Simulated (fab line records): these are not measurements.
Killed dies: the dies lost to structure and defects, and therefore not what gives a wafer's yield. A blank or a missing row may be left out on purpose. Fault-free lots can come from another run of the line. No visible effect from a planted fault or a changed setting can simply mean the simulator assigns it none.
Which tool was responsible?    flow sky130    12 lots with 36 wafers sampled at 2 steps, on a route of 708 steps

== WHAT THE GAUGES SHOWED, per wafer ==
SKY_LDD_HVN_OVL_MEAS_07.
lot   measured      on          LDD_HVN_OVL (nm)
L696  day 20 00:24  overlay-01  -0.9 -2.3 -1.1
L697  day 20 12:28  overlay-01  -0.1 -0.6 -0.2
L698  day 20 19:53  overlay-01  -3.0 -1.3 -2.1
L699  day 21 12:43  overlay-01  1.4 1.0 1.8
L700  day 21 22:17  overlay-01  0.3 -0.4 1.4
L701  day 22 05:58  overlay-02  -4.7 -3.3 -2.3
L702  day 22 09:11  overlay-02  -1.3 0.8 0.8
L704  day 23 14:13  overlay-01  -1.3 -0.4 1.4
L710  day 25 10:23  overlay-01  -3.0 -0.9 -2.2
L711  day 25 16:20  overlay-02  -2.0 -3.0 -1.4
L713  day 26 17:17  overlay-01  0.4 2.0 -0.3
L717  day 27 15:34  overlay-02  0.5 2.3 1.3

SKY_POLY_CUT_OVL_MEAS_09.
lot   measured      on          POLY_CUT_OVL (nm)
L696  day 24 00:31  overlay-01  -3 1 -8
L697  day 24 15:10  overlay-01  -3 -10 2
L698  day 24 18:16  overlay-02  -1 9 -1
L699  day 25 10:10  overlay-01  -10 -5 -7
L700  day 25 19:16  overlay-02  -6 6 7
L701  day 26 01:19  overlay-02  12 11 11
L702  day 26 04:40  overlay-01  4 -1 8
L704  day 27 08:52  overlay-01  13 5 4
L710  day 29 03:58  overlay-01  -1 2 4
L711  day 29 09:13  overlay-01  0 -2 4
L713  day 30 08:31  overlay-01  3 5 9
L717  day 31 07:01  overlay-02  12 1 1

== TOOL THAT RAN EACH LOT (tool first, then ch and the chambers of the sampled wafers, then the start) ==
The record shows no process step preceding these readings.

== AS READ BY THE TOOLS THEMSELVES (means over the sampled wafers that have a number; for cases with no such wafer, the mark the record gives instead) ==
The record holds no such reading with a usual standard deviation.

== THE ANSWER, worked out from the rows above alone ==
Rule: the usual values come from the lots themselves. Put in order of their means at a reading, lots are off if they are a third of the lots or fewer, leave a main group of 4 or more, and stand apart from it by a gap of 3 or more times the standard deviation of the main group's means; of several such gaps the widest counts. A main group whose means are all the same, to the digits that the tables above print for the reading, isn't used. A lot without any number at a reading at which 4 lots or more have one is off too. All remaining lots with rows at the step are treated as sound. After the gauges, taken in route order, come the tools' own readings; for these a lot's mean is taken, as printed above. The first step at which some lot is off is used, and at that step the reading that is off furthest; a lot without a number counts as furthest.
Nothing can be told from this: no lot is off at any reading shown.

== WHAT THE SIMULATOR HAD INSERTED ==
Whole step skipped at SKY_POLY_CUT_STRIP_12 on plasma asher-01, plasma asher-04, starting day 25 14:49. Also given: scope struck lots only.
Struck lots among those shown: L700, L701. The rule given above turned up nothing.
